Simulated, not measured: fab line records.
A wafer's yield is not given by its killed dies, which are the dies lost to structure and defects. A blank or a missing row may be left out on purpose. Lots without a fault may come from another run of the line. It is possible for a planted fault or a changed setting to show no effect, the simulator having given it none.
A lot that was struck, set against a sound lot    flow sky130    44 steps out of a route of 708
Sound: the wafers L403.1, L403.2, L403.4. The struck wafers were L402.1, L402.5, L402.6. The cause comes at the end.
At each step with rows: each side's tool, then ch and its chambers, then its first start. Under that, the readings that differ: sound wafers    struck wafers    difference of the means    sigmas: that difference in standard deviations of wafers without a fault.
alike: same words and numbers on both sides, and readings whose means sit less than 2 such deviations apart. not compared: any withheld reading, any reading some wafer has no value for, any bound like >300 that may hide the same value, and any number with overlapping values for which the record gives no deviation.
A row with sigmas, a row that says differs or no value, or rows on one side alone: a step with any of these is where the two part. Numbers that have no deviation but don't overlap get no sigmas and don't part them. A reading that every wafer of one side lacks parts them only if that side has two wafers or more.

first, 2 steps without rows for these wafers: SKY_DNWELL_DEVELOP_06 (develop time 60 s); SKY_DNWELL_IMPLANT_07.
SKY_DNWELL_STRIP_08: strips in O2/N2.
  sound on plasmaAsher-01 ch 0,1, day 4 11:46; struck on plasmaAsher-02 ch 0,1, day 4 11:18
  alike: drypumpMotorCurrentA, oesProductAu, stripTimeToEndpointS
  not compared: rfHoursCounterH
SKY_DNWELL_TW_MEAS_09:
  sound on filmMetro-02, day 4 11:52; struck on filmMetro-03, day 4 11:24
  alike: DNWELL_TW
then, 7 steps without rows for these wafers: SKY_PWDE_DEHYDRATE_00 (time 60 s); SKY_PWDE_HMDS_01 (prime time 60 s); SKY_PWDE_COAT_02 (resist thk 3000 nm); SKY_PWDE_SOFTBAKE_03; SKY_PWDE_EXPOSE_04 (exposes mask PWDEM, target cd 840 nm); SKY_PWDE_PEB_05; SKY_PWDE_DEVELOP_06 (develop time 60 s).
SKY_PWDE_OVL_MEAS_07:
  sound on overlay-01, day 5 05:04; struck on overlay-01, day 5 04:13
  alike: PWDE_OVL
SKY_PWDE_IMPLANT_08:
  sound on implanter-03 ch 0, day 5 05:06; struck on implanter-03 ch 0, day 5 04:34
  alike: beamOnS
SKY_PWDE_STRIP_09: strips in O2/N2.
  sound on plasmaAsher-03 ch 0,1, day 5 05:15; struck on plasmaAsher-03 ch 0,1, day 5 04:43
  alike: drypumpMotorCurrentA, oesProductAu, stripTimeToEndpointS
  not compared: rfHoursCounterH
SKY_PWDE_TW_MEAS_10:
  sound on filmMetro-01, day 5 05:21; struck on filmMetro-03, day 5 05:14
reading  sound        struck       difference  sigmas
PWDE_TW  383 384 384  465 462 463  +80         +17
then, 7 steps without rows for these wafers: SKY_NWELL_DEHYDRATE_03 (time 60 s); SKY_NWELL_HMDS_04 (prime time 60 s); SKY_NWELL_COAT_05 (resist thk 3000 nm); SKY_NWELL_SOFTBAKE_06; SKY_NWELL_EXPOSE_07 (exposes mask NWM, target cd 840 nm); SKY_NWELL_PEB_08; SKY_NWELL_DEVELOP_09 (develop time 60 s).
SKY_NWELL_OVL_MEAS_10:
  sound on overlay-01, day 5 23:14; struck on overlay-01, day 5 22:12
  alike: NWELL_00_OVL
then, 3 steps without rows for these wafers: SKY_NWELL_IMPLANT_11; SKY_NWELL_IMPLANT_12; SKY_NWELL_IMPLANT_13.
SKY_NWELL_STRIP_14: strips in O2/N2.
  sound on plasmaAsher-03 ch 0,1, day 5 23:44; struck on plasmaAsher-03 ch 0,1, day 5 22:41
  alike: drypumpMotorCurrentA, oesProductAu, stripTimeToEndpointS
  not compared: rfHoursCounterH
SKY_NWELL_TW_MEAS_15:
  sound on filmMetro-03, day 5 23:50; struck on filmMetro-01, day 5 22:49
reading   sound           struck          difference  sigmas
NWELL_TW  1824 1829 1821  1866 1863 1873  +43         +2
then, 7 steps without rows for these wafers: SKY_NWELL_DEHYDRATE_16 (time 60 s); SKY_NWELL_HMDS_17 (prime time 60 s); SKY_NWELL_COAT_18 (resist thk 3000 nm); SKY_NWELL_SOFTBAKE_19; SKY_NWELL_EXPOSE_20 (exposes mask NWM COMPLEMENT, target cd 840 nm); SKY_NWELL_PEB_21; SKY_NWELL_DEVELOP_22 (develop time 60 s).
SKY_NWELL_OVL_MEAS_23:
  sound on overlay-02, day 6 18:10; struck on overlay-01, day 6 17:13
  alike: NWELL_01_OVL
next, for these wafers, 1 step has no rows: SKY_NWELL_IMPLANT_24.
SKY_NWELL_STRIP_25: strips in O2/N2.
  sound on plasmaAsher-02 ch 0,1, day 6 18:21; struck on plasmaAsher-04 ch 0,1, day 6 17:24
  alike: drypumpMotorCurrentA, oesProductAu, stripTimeToEndpointS
  not compared: rfHoursCounterH
SKY_NWELL_TW_MEAS_26:
  sound on filmMetro-01, day 6 18:27; struck on filmMetro-03, day 6 17:30
reading     sound        struck       difference  sigmas
NWELL_2_TW  512 512 513  496 498 500  -14         -3
then, 1 step without rows for these wafers: SKY_NWELL_CLEAN_27 (cleans in SC1/SC2, time 150 s).
SKY_NWELL_RTA_28: time 30 s.
  sound on rtpAnneal-02 ch 0, day 6 18:34; struck on rtpAnneal-01 ch 0, day 6 17:37
  alike: lampPowerPct, wafer_temp_C_max
SKY_NWELL_RS_MEAS_29: a four-point-probe measurement.
  sound on filmMetro-03, day 6 18:40; struck on filmMetro-02, day 6 17:43
  alike: NWELL_RS
SKY_NWELL_RS_MEAS_31: a four-point-probe measurement.
  sound on filmMetro-03, day 6 18:54; struck on filmMetro-02, day 6 18:14
reading           sound           struck          difference  sigmas
PWDE_RS (ohm/sq)  5281 5303 5283  3128 3143 3132  -2155       -99 or more
SKY_PAD_OPEN_PROBE_99:
  the record has rows for the sound wafers here (prober-02, day 47 06:45) and none for the struck ones

== WHERE THEY PART ==
Earliest at SKY_PWDE_TW_MEAS_10; latest, in this record, at SKY_PAD_OPEN_PROBE_99.

WHY: the cause the simulator had injected
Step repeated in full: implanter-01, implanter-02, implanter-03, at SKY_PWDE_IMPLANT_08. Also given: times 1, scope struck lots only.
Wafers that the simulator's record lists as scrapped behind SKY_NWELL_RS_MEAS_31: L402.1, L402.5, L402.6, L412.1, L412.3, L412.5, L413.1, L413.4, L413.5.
